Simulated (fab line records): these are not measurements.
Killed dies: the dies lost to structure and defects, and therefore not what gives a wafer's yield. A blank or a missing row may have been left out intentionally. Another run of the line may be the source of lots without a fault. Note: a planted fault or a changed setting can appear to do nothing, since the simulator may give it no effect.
fab line records	flow sky130	part 1 of 2: steps 1 to 25 of 35
record: lots: 5	wafers: 15	last-day: 49
route steps=708 shown VIA1@460 METAL2@483
lots untouched by any fault: they come from a run of this same line in which no faults occurred
start-h: the number of hours between the record's first day and the start of the first shown wafer of the lot	wait-h: hours elapsed since this lot's preceding step	" identical to the entry in the row above	L1.1+2: a single row standing in for several wafers	- either no value or no given start	* or withheld: withheld	< > ~ a bound
route shown NAME@n: names a module that has steps shown in the file, with the first one's number in the route	usual: average and standard deviation across the fault-free wafers	same: alike in all rows	chamber/n: place in a boat	sites: per-site readings	_std_site: how widely they spread, as a standard deviation	_edge_site: mean of outer sites minus mean of inner sites	radius-mm: how far each site lies from the wafer's centre	mask NAME#n: copy n	behind: the tool/chamber that last shaped the wafer	hold: why the lot went on hold/how many hours it stayed there/how the hold came to an end	device: the transistor (n, p or np) that didn't switch	end of line: the tests these same wafers got at the end of their route	a step with no rows: only its recipe	killed: dies that structure and defects cost at the first sort, which is not the same as the wafer's yield	map: a wafer's dies, x killed, . not, _ none there
set.NAME: the setting as run; set.NAME@STEP: as run at that earlier step	model.NAME: the simulator's own value behind a step, which no gauge read
lots seen at some steps along the route; tables by step, rows by wafer
services: from which hour (start-h, from the record's first day; less than 0 if before it) a tool's chamber was out of use, for how many hours, and why
== steps ==
step: SKY_VIA1_CMP_02
recipe: material: SiO2	down-force-psi: 4	platen-rpm: 60	pad-velocity-m-s: 0.94248
usual: motor-current-A: 12.3/1.8
lot.wafer	tool	chamber	start-h	wait-h	motor-current-A
L075.1	cmp-02	3	775.44	0.1	10.6
L075.4	"	0	"	"	10.7
L075.6	"	1	"	"	13.3
L076.1	cmp-01	2	787.06	0.1	10.9
L076.5	"	2	"	"	12.0
L076.6	"	3	"	"	15.9
L078.4	cmp-01	3	798.17	0.0	15.7
L078.1	"	0	"	"	9.8
L078.3	"	2	"	"	11.1
L081.3	cmp-01	2	815.87	0.0	11.9
L081.2	"	3	"	"	15.0
L081.6	"	3	"	"	16.0
L094.2	cmp-01	3	906.20	0.1	14.4
L094.4	"	0	"	"	9.7
L094.6	"	2	"	"	12.1
step: SKY_VIA1_BOW_MEAS_03
recipe: mode: bow
usual: VIA1_BOW: 80/7
lot.wafer	tool	chamber	start-h	wait-h	VIA1_BOW[um]
L075.1	film-metro-02	-	775.64	0.1	69
L075.4	"	-	"	"	83
L075.6	"	-	"	"	80
L076.1	film-metro-01	-	787.36	0.2	85
L076.5	"	-	"	"	74
L076.6	"	-	"	"	87
L078.1	film-metro-04	-	798.47	0.2	78
L078.3	"	-	"	"	81
L078.4	"	-	"	"	74
L081.2	film-metro-01	-	816.19	0.2	80
L081.3	"	-	"	"	74
L081.6	"	-	"	"	80
L094.2	film-metro-02	-	906.47	0.2	77
L094.4	"	-	"	"	78
L094.6	"	-	"	"	103
step: SKY_VIA1_DEHYDRATE_04
recipe: temp-c: 200	time-s: 60
usual: plate-temp-C: 200.00/0.16	resist-line-temp-C: 23.00/0.1
lot.wafer	tool	chamber	start-h	wait-h	plate-temp-C	resist-line-temp-C
L075.1	litho-track-01	0	788.13	12.5	199.92	23.03
L075.4	"	0	"	"	200.06	22.87
L075.6	"	0	"	"	200.01	23.06
L076.1	litho-track-03	0	798.79	11.4	200.08	22.99
L076.5	"	0	"	"	199.94	23.02
L076.6	"	0	"	"	200.17	23.10
L078.1	litho-track-04	0	811.97	13.5	200.00	22.98
L078.3	"	0	"	"	200.12	23.09
L078.4	"	0	"	"	200.15	23.08
L081.2	litho-track-04	0	827.70	11.5	199.78	22.93
L081.3	"	0	"	"	200.07	22.95
L081.6	"	0	"	"	199.88	22.91
L094.2	litho-track-03	0	918.96	12.5	199.96	22.92
L094.4	"	0	"	"	199.90	23.08
L094.6	"	0	"	"	200.00	23.08
step: SKY_VIA1_HMDS_05
recipe: prime-time-s: 60	prime-temp-c: 120
usual: resist-line-temp-C: 22.99/0.11
lot.wafer	tool	chamber	start-h	wait-h	resist-line-temp-C
L075.1	litho-track-01	0	788.28	0.1	22.95
L075.4	"	0	"	"	22.91
L075.6	"	0	"	"	22.94
L076.1	litho-track-03	0	798.94	0.1	23.02
L076.5	"	0	"	"	23.03
L076.6	"	0	"	"	23.15
L078.1	litho-track-04	0	812.12	0.1	23.02
L078.3	"	0	"	"	22.94
L078.4	"	0	"	"	22.93
L081.2	litho-track-04	0	827.85	0.1	22.92
L081.3	"	0	"	"	23.08
L081.6	"	0	"	"	22.82
L094.2	litho-track-03	0	919.11	0.1	22.83
L094.4	"	0	"	"	22.92
L094.6	"	0	"	"	23.08
step: SKY_VIA1_COAT_06
recipe: resist: BARC	temp-c: withheld	time-s: withheld	spin-rpm: 3000	resist-thk-nm: 60
usual: resist-line-temp-C: *
lot.wafer	tool	chamber	start-h	wait-h	resist-line-temp-C
L075.1	litho-track-01	0	788.43	0.1	*
L075.4	"	0	"	"	*
L075.6	"	0	"	"	*
L076.1	litho-track-03	0	799.09	0.1	*
L076.5	"	0	"	"	*
L076.6	"	0	"	"	*
L078.1	litho-track-04	0	812.27	0.1	*
L078.3	"	0	"	"	*
L078.4	"	0	"	"	*
L081.2	litho-track-04	0	828.00	0.1	*
L081.3	"	0	"	"	*
L081.6	"	0	"	"	*
L094.2	litho-track-03	0	919.26	0.1	*
L094.4	"	0	"	"	*
L094.6	"	0	"	"	*
step: SKY_VIA1_COAT_07
recipe: resist: KrF-thick	spin-rpm: 3000	resist-thk-nm: 450
usual: resist-line-temp-C: 22.99/0.1
lot.wafer	tool	chamber	start-h	wait-h	resist-line-temp-C
L075.1	litho-track-01	0	-	-	23.01
L075.4	"	0	"	"	22.98
L075.6	"	0	"	"	22.76
L076.1	litho-track-03	0	-	-	22.91
L076.5	"	0	"	"	23.04
L076.6	"	0	"	"	22.95
L078.1	litho-track-04	0	-	-	22.90
L078.3	"	0	"	"	22.92
L078.4	"	0	"	"	23.02
L081.2	litho-track-04	0	-	-	23.01
L081.3	"	0	"	"	22.98
L081.6	"	0	"	"	22.97
L094.2	litho-track-03	0	-	-	23.23
L094.4	"	0	"	"	23.21
L094.6	"	0	"	"	23.03
step: SKY_VIA1_SOFTBAKE_08
recipe: temp-c: 100	time-s: 90	resist: KrF-thick
usual: plate-temp-C: 100.00/0.11	resist-line-temp-C: 22.99/0.088
lot.wafer	tool	chamber	start-h	wait-h	plate-temp-C	resist-line-temp-C
L075.1	litho-track-01	0	-	-	99.95	22.90
L075.4	"	0	"	"	99.84	22.88
L075.6	"	0	"	"	99.99	22.89
L076.1	litho-track-03	0	-	-	100.09	23.05
L076.5	"	0	"	"	99.95	23.06
L076.6	"	0	"	"	100.08	22.98
L078.1	litho-track-04	0	-	-	100.11	23.01
L078.3	"	0	"	"	99.96	23.02
L078.4	"	0	"	"	99.97	23.07
L081.2	litho-track-04	0	-	-	100.04	23.00
L081.3	"	0	"	"	100.02	22.95
L081.6	"	0	"	"	100.09	22.98
L094.2	litho-track-03	0	-	-	100.18	23.09
L094.4	"	0	"	"	100.09	23.02
L094.6	"	0	"	"	100.15	23.22
step: SKY_VIA1_EXPOSE_09
recipe: mask-id: VIM	na: 0.8	source-shape: annular	sigma-inner: 0.55	sigma-outer: 0.85	target-cd-nm: 150	dose-mj: 38
usual: focus-offset-nm: 0.0/0.52
lot.wafer	tool	chamber	start-h	wait-h	mask	focus-offset-nm
L075.1	krf-scanner-02	0	-	-	VIM#0	0.3
L075.4	"	0	"	"	VIM#0	1.0
L075.6	"	0	"	"	VIM#0	-0.1
L076.1	krf-scanner-01	0	-	-	VIM#0	-0.1
L076.5	"	0	"	"	VIM#0	-0.1
L076.6	"	0	"	"	VIM#0	0.4
L078.1	krf-scanner-01	0	-	-	VIM#0	0.1
L078.3	"	0	"	"	VIM#0	-0.2
L078.4	"	0	"	"	VIM#0	-0.3
L081.2	krf-scanner-01	0	-	-	VIM#0	0.5
L081.3	"	0	"	"	VIM#0	-0.7
L081.6	"	0	"	"	VIM#0	-0.7
L094.2	krf-scanner-02	0	-	-	VIM#0	-0.1
L094.4	"	0	"	"	VIM#0	0.5
L094.6	"	0	"	"	VIM#0	-0.3
step: SKY_VIA1_PEB_10
recipe: peb-temp-c: withheld	peb-time-s: withheld	resist: KrF-thick
usual: resist-line-temp-C: *
lot.wafer	tool	chamber	start-h	wait-h	resist-line-temp-C
L075.1	litho-track-01	0	-	-	*
L075.4	"	0	"	"	*
L075.6	"	0	"	"	*
L076.1	litho-track-03	0	-	-	*
L076.5	"	0	"	"	*
L076.6	"	0	"	"	*
L078.1	litho-track-03	0	-	-	*
L078.3	"	0	"	"	*
L078.4	"	0	"	"	*
L081.2	litho-track-04	0	-	-	*
L081.3	"	0	"	"	*
L081.6	"	0	"	"	*
L094.2	litho-track-03	0	-	-	*
L094.4	"	0	"	"	*
L094.6	"	0	"	"	*
step: SKY_VIA1_DEVELOP_11
recipe: develop-time-s: 60	resist: KrF-thick	dev-temp-c: 21
usual: resist-line-temp-C: 23.00/0.11
lot.wafer	tool	chamber	start-h	wait-h	resist-line-temp-C
L075.1	litho-track-01	0	-	-	22.87
L075.4	"	0	"	"	23.05
L075.6	"	0	"	"	23.02
L076.1	litho-track-03	0	-	-	22.98
L076.5	"	0	"	"	23.03
L076.6	"	0	"	"	23.16
L078.1	litho-track-03	0	-	-	22.95
L078.3	"	0	"	"	22.98
L078.4	"	0	"	"	22.94
L081.2	litho-track-04	0	-	-	23.11
L081.3	"	0	"	"	23.19
L081.6	"	0	"	"	23.30
L094.2	litho-track-03	0	-	-	22.88
L094.4	"	0	"	"	23.00
L094.6	"	0	"	"	22.98
step: SKY_VIA1_CD_MEAS_12
recipe: target-cd-nm: 150
usual: cd-nm: 149.9/1.5
lot.wafer	tool	chamber	start-h	wait-h	cd-nm
L075.1	cd-sem-02	-	801.55	-	151.3
L075.4	"	-	"	"	150.8
L075.6	"	-	"	"	151.6
L076.1	cd-sem-02	-	813.39	-	148.4
L076.5	"	-	"	"	151.5
L076.6	"	-	"	"	150.7
L078.1	cd-sem-01	-	824.69	-	148.5
L078.3	"	-	"	"	150.7
L078.4	"	-	"	"	148.9
L081.2	cd-sem-01	-	841.54	-	150.8
L081.3	"	-	"	"	151.1
L081.6	"	-	"	"	149.9
L094.2	cd-sem-02	-	931.41	-	151.1
L094.4	"	-	"	"	152.6
L094.6	"	-	"	"	152.2
step: SKY_VIA1_OVL_MEAS_13
usual: VIA1_OVL: -2/6.4
lot.wafer	tool	chamber	start-h	wait-h	VIA1_OVL[nm]
L075.1	overlay-01	-	801.67	0.1	-8
L075.4	"	-	"	"	-6
L075.6	"	-	"	"	-7
L076.1	overlay-02	-	813.51	0.1	5
L076.5	"	-	"	"	2
L076.6	"	-	"	"	2
L078.1	overlay-02	-	824.81	0.1	2
L078.3	"	-	"	"	-7
L078.4	"	-	"	"	1
L081.2	overlay-02	-	841.65	0.1	-7
L081.3	"	-	"	"	-8
L081.6	"	-	"	"	-4
L094.2	overlay-01	-	931.51	0.1	-3
L094.4	"	-	"	"	-2
L094.6	"	-	"	"	-2
step: SKY_VIA1_ETCH_14
recipe: chemistry: N2/H2	target: BARC	ion-energy-ev: 200	source-w: 500	bias-w: 100	pressure-mtorr: 30	n2-flow-sccm: 100	h2-flow-sccm: 200	stop-on: SiO2	time-s: 45.9	target-depth-a: 600
usual: bias-w: 100.0/0.3	drypump-motor-current-A: 5.6/0.51	oes-product-au: 0.854/0.0046	throttle-valve-pct: 13.226/0.0086
lot.wafer	tool	chamber	start-h	wait-h	bias-w	drypump-motor-current-A	oes-product-au	rf-hours-counter-h	throttle-valve-pct
L075.1	rie-diel-01	2	801.71	0.0	100.4	6.5	0.855	3	13.240
L075.4	"	0	"	"	100.0	4.8	0.846	6	13.226
L075.6	"	0	"	"	100.0	4.8	0.845	-	13.223
L076.1	rie-diel-02	3	813.54	0.0	99.6	5.9	0.850	19	13.236
L076.5	"	0	"	"	99.6	5.6	0.856	-	13.230
L076.6	"	1	"	"	99.8	6.2	0.856	-	13.218
L078.1	rie-diel-04	1	824.84	0.0	99.7	5.4	0.846	3	13.237
L078.3	"	2	"	"	99.7	5.5	0.857	7	13.235
L078.4	"	2	"	"	99.6	5.5	0.850	-	13.227
L081.2	rie-diel-01	2	841.68	0.0	100.3	6.5	0.854	4	13.223
L081.3	"	1	"	"	99.8	5.6	0.852	22	13.225
L081.6	"	1	"	"	99.7	5.7	0.855	-	13.232
L094.2	rie-diel-01	1	931.54	0.0	99.8	5.7	0.853	1	13.216
L094.4	"	0	"	"	100.2	4.9	0.848	10	13.213
L094.6	"	3	"	"	100.1	5.9	0.852	-	13.227
step: SKY_VIA1_ETCH_15
recipe: target: SiO2	chemistry: C4F8/O2/Ar	target-depth-nm: 351	stop-on: TiN	mask-material: KrF-thick	source-w: 1500	bias-w: 1200	pressure-mtorr: 40	c4f8-flow-sccm: withheld	O2_flow_sccm: 6	Ar_flow_sccm: 300	time-s: 54
usual: bias-w: 1200/3.3	oes-product-au: 0.980/0.0048
lot.wafer	tool	chamber	start-h	wait-h	bias-w	oes-product-au	rf-hours-counter-h
L075.1	rie-diel-01	2	801.75	0.0	1201	0.974	3
L075.4	"	0	"	"	1206	0.975	6
L075.6	"	0	"	"	1205	0.978	-
L076.1	rie-diel-02	3	813.58	0.0	1199	0.974	19
L076.5	"	0	"	"	1199	0.987	-
L076.6	"	1	"	"	1197	0.980	-
L078.1	rie-diel-04	1	824.88	0.0	1204	0.973	3
L078.3	"	2	"	"	1199	0.970	7
L078.4	"	2	"	"	1194	0.982	-
L081.2	rie-diel-01	2	841.72	0.0	1203	0.977	4
L081.3	"	1	"	"	1199	0.975	22
L081.6	"	1	"	"	1198	0.983	-
L094.2	rie-diel-01	1	931.59	0.0	1199	0.989	1
L094.4	"	0	"	"	1198	0.979	10
L094.6	"	3	"	"	1203	0.973	-
step: SKY_VIA1_STRIP_16
recipe: chemistry: O2/N2	power-w: 1400	pressure-mtorr: 1500	platen-temp-c: withheld	o2-flow-sccm: 3000	n2-flow-sccm: 300	overash-fraction: 0.5
usual: drypump-motor-current-A: 5.9/0.5	oes-product-au: 0.415/0.0047	strip-time-to-endpoint-s: 4.464/0.019
lot.wafer	tool	chamber	start-h	wait-h	drypump-motor-current-A	oes-product-au	rf-hours-counter-h	strip-time-to-endpoint-s
L075.1	plasma-asher-01	1	801.80	0.0	6.0	0.420	4	4.469
L075.4	"	0	"	"	5.6	0.419	-	4.449
L075.6	"	1	"	"	6.0	0.410	-	4.447
L076.1	plasma-asher-02	0	813.63	0.0	6.2	0.412	40	4.429
L076.5	"	0	"	"	6.3	0.422	-	4.438
L076.6	"	1	"	"	5.3	0.415	-	4.443
L078.1	plasma-asher-03	1	824.93	0.0	6.6	0.420	66	4.472
L078.3	"	1	"	"	6.6	0.411	-	4.494
L078.4	"	0	"	"	5.4	0.419	-	4.485
L081.2	plasma-asher-03	1	841.77	0.0	6.6	0.414	68	4.478
L081.3	"	0	"	"	5.4	0.414	-	4.491
L081.6	"	0	"	"	5.4	0.423	-	4.491
L094.2	plasma-asher-03	0	931.63	0.0	5.5	0.423	77	4.456
L094.4	"	0	"	"	5.4	0.412	-	4.448
L094.6	"	1	"	"	6.6	0.416	-	4.465
step: SKY_VIA1_STRIP_17
recipe: chemistry: post-etch-residue-remover	time-s: 1200	temp-c: 72.5
lot.wafer	tool	chamber	start-h	wait-h
L075.1+4+6	wet-bench-01	2	801.90	0.1
L076.1+5+6	wet-bench-01	2	813.73	0.1
L078.1+3+4	wet-bench-03	0	825.03	0.1
L081.2+3+6	wet-bench-01	3	841.87	0.1
L094.2+4+6	wet-bench-04	0	931.73	0.1
step: SKY_VIA1_CLEAN_18
recipe: chemistry: IPA	time-s: 180	temp-c: 25
lot.wafer	tool	chamber	start-h	wait-h
L075.1+4+6	wet-bench-03	3	802.24	0.0
L076.1+5+6	wet-bench-03	0	814.07	0.0
L078.1+3+4	wet-bench-01	2	825.37	0.0
L081.2+3+6	wet-bench-04	0	842.21	0.0
L094.2+4+6	wet-bench-04	0	932.07	0.0
step: SKY_VIA1_CLEAN_19
recipe: chemistry: O3/DIW	dry: n2-spin
lot.wafer	tool	chamber	start-h	wait-h
L075.1+4+6	wet-bench-04	1	802.30	0.0
L076.1+5+6	wet-bench-01	2	814.13	0.0
L078.1+3+4	wet-bench-04	0	825.44	0.0
L081.2+3+6	wet-bench-01	1	842.27	0.0
L094.2+4+6	wet-bench-04	2	932.13	0.0
step: SKY_VIA1_SPUTTER_20
recipe: material: TiN	target-thk-nm: 20	chamber-pressure-pa: 5	power-w: 4000	time-s: 80
usual: throttle-valve-pct: 29.8/1.2
lot.wafer	tool	chamber	start-h	wait-h	throttle-valve-pct
L075.1	pvd-sputter-02	-	802.39	0.0	29.1
L075.4	"	-	"	"	30.0
L075.6	"	-	"	"	29.2
L076.1	pvd-sputter-03	-	814.22	0.0	29.4
L076.5	"	-	"	"	30.8
L076.6	"	-	"	"	31.7
L078.1	pvd-sputter-04	-	825.53	0.0	28.6
L078.3	"	-	"	"	31.4
L078.4	"	-	"	"	28.9
L081.2	pvd-sputter-02	-	842.36	0.0	29.2
L081.3	"	-	"	"	30.5
L081.6	"	-	"	"	30.3
L094.2	pvd-sputter-02	-	932.22	0.0	28.0
L094.4	"	-	"	"	30.6
L094.6	"	-	"	"	29.2
step: SKY_VIA1_CVD_21
recipe: material: W	target-thk-nm: 270	time-s: 80.902	temp-c: 400	pressure-torr: 40
usual: heater-power-w: 869/36
lot.wafer	tool	chamber	start-h	wait-h	heater-power-w
L075.1	cvd-w-01	0	802.45	0.0	805
L075.4	"	0	"	"	814
L075.6	"	1	"	"	870
L076.1	cvd-w-02	1	814.28	0.0	854
L076.5	"	0	"	"	876
L076.6	"	1	"	"	889
L078.1	cvd-w-01	1	825.59	0.0	903
L078.3	"	1	"	"	895
L078.4	"	1	"	"	905
L081.2	cvd-w-01	1	842.42	0.0	916
L081.3	"	1	"	"	909
L081.6	"	0	"	"	807
L094.2	cvd-w-01	0	932.29	0.0	811
L094.4	"	0	"	"	853
L094.6	"	1	"	"	937
step: SKY_VIA1_RS_MEAS_22
recipe: thk-meas-gauge: four-point-probe	reads: W_of_VIA1_CVD_21+TiN_of_VIA1_SPUTTER_20
usual: VIA1_W_RS: 0.427/0.0052
lot.wafer	tool	chamber	start-h	wait-h	VIA1_W_RS[ohm/sq]
L075.1	film-metro-01	-	802.54	0.1	0.420
L075.4	"	-	"	"	0.423
L075.6	"	-	"	"	0.422
L076.1	film-metro-04	-	814.38	0.1	0.436
L076.5	"	-	"	"	0.435
L076.6	"	-	"	"	0.429
L078.1	film-metro-02	-	825.77	0.2	0.427
L078.3	"	-	"	"	0.422
L078.4	"	-	"	"	0.426
L081.2	film-metro-01	-	842.53	0.1	0.431
L081.3	"	-	"	"	0.424
L081.6	"	-	"	"	0.426
L094.2	film-metro-02	-	932.40	0.1	0.421
L094.4	"	-	"	"	0.423
L094.6	"	-	"	"	0.425
step: SKY_VIA1_THK_MEAS_23
recipe: thk-meas-gauge: xrf	reads: W_of_VIA1_CVD_21
usual: VIA1_W_THK: 272/5.1
lot.wafer	tool	chamber	start-h	wait-h	VIA1_W_THK[nm]
L075.1	film-metro-01	-	802.66	0.1	280
L075.4	"	-	"	"	279
L075.6	"	-	"	"	279
L076.1	film-metro-04	-	814.50	0.1	260
L076.5	"	-	"	"	262
L076.6	"	-	"	"	264
L078.1	film-metro-02	-	825.89	0.1	273
L078.3	"	-	"	"	277
L078.4	"	-	"	"	274
L081.2	film-metro-01	-	842.64	0.1	269
L081.3	"	-	"	"	274
L081.6	"	-	"	"	272
L094.2	film-metro-02	-	932.51	0.1	276
L094.4	"	-	"	"	275
L094.6	"	-	"	"	276
step: SKY_VIA1_CMP_24
recipe: stop-on: SiO2	t-overpolish-s: 15	down-force-psi: 3.5	platen-rpm: 60	target-thk-nm: 0	pad-velocity-m-s: 0.94248
usual: motor-current-A: 11.2/1.5	overpolish-run-s: 15.000/0.0088	time-to-endpoint-s: 64/3.1
same: t-overpolish-s: 15
lot.wafer	tool	chamber	start-h	wait-h	motor-current-A	overpolish-run-s	time-to-endpoint-s
L075.4	cmp-02	0	802.72	0.0	10.2	15.012	58
L075.1	"	3	"	"	9.6	14.993	61
L075.6	"	1	"	"	11.6	15.006	60
L076.1	cmp-01	3	814.61	0.1	14.0	14.993	61
L076.6	"	2	"	"	10.9	14.997	61
L076.5	"	3	"	"	13.7	15.012	62
L078.1	cmp-02	1	825.95	0.1	11.9	15.000	62
L078.4	"	2	"	"	14.1	15.013	64
L078.3	"	0	"	"	9.8	15.006	64
L081.2	cmp-02	3	842.69	0.0	9.3	14.991	63
L081.3	"	2	"	"	13.7	14.999	68
L081.6	"	3	"	"	9.7	15.006	62
L094.4	cmp-01	3	932.61	0.1	13.8	15.000	65
L094.2	"	0	"	"	9.2	14.983	62
L094.6	"	3	"	"	13.8	14.996	65
step: SKY_METAL2_SPUTTER_00
recipe: material: Ti	target-thk-nm: 15	power-w: 3000	time-s: 10	chamber-pressure-pa: 0.4
usual: throttle-valve-pct: 29.8/1
lot.wafer	tool	chamber	start-h	wait-h	throttle-valve-pct
L075.1	pvd-sputter-01	-	803.02	0.1	29.7
L075.4	"	-	"	"	30.8
L075.6	"	-	"	"	30.1
L076.1	pvd-sputter-01	-	814.86	0.2	29.9
L076.5	"	-	"	"	29.0
L076.6	"	-	"	"	30.4
L078.1	pvd-sputter-02	-	826.25	0.2	28.1
L078.3	"	-	"	"	30.0
L078.4	"	-	"	"	29.1
L081.2	pvd-sputter-04	-	842.99	0.2	27.8
L081.3	"	-	"	"	28.5
L081.6	"	-	"	"	32.0
L094.2	pvd-sputter-02	-	932.86	0.1	30.3
L094.4	"	-	"	"	29.4
L094.6	"	-	"	"	30.7
step: SKY_METAL2_SPUTTER_01
recipe: material: TiN	target-thk-nm: 20	power-w: 6500	time-s: 16.7	chamber-pressure-pa: 0.4
usual: throttle-valve-pct: 29.8/1
lot.wafer	tool	chamber	start-h	wait-h	throttle-valve-pct
L075.1	pvd-sputter-01	-	803.04	0.0	30.0
L075.4	"	-	"	"	30.8
L075.6	"	-	"	"	30.0
L076.1	pvd-sputter-01	-	814.88	0.0	29.9
L076.5	"	-	"	"	29.1
L076.6	"	-	"	"	30.5
L078.1	pvd-sputter-02	-	826.28	0.0	28.2
L078.3	"	-	"	"	30.3
L078.4	"	-	"	"	29.3
L081.2	pvd-sputter-04	-	843.01	0.0	28.1
L081.3	"	-	"	"	28.4
L081.6	"	-	"	"	31.6
L094.2	pvd-sputter-02	-	932.88	0.0	30.3
L094.4	"	-	"	"	28.9
L094.6	"	-	"	"	30.8
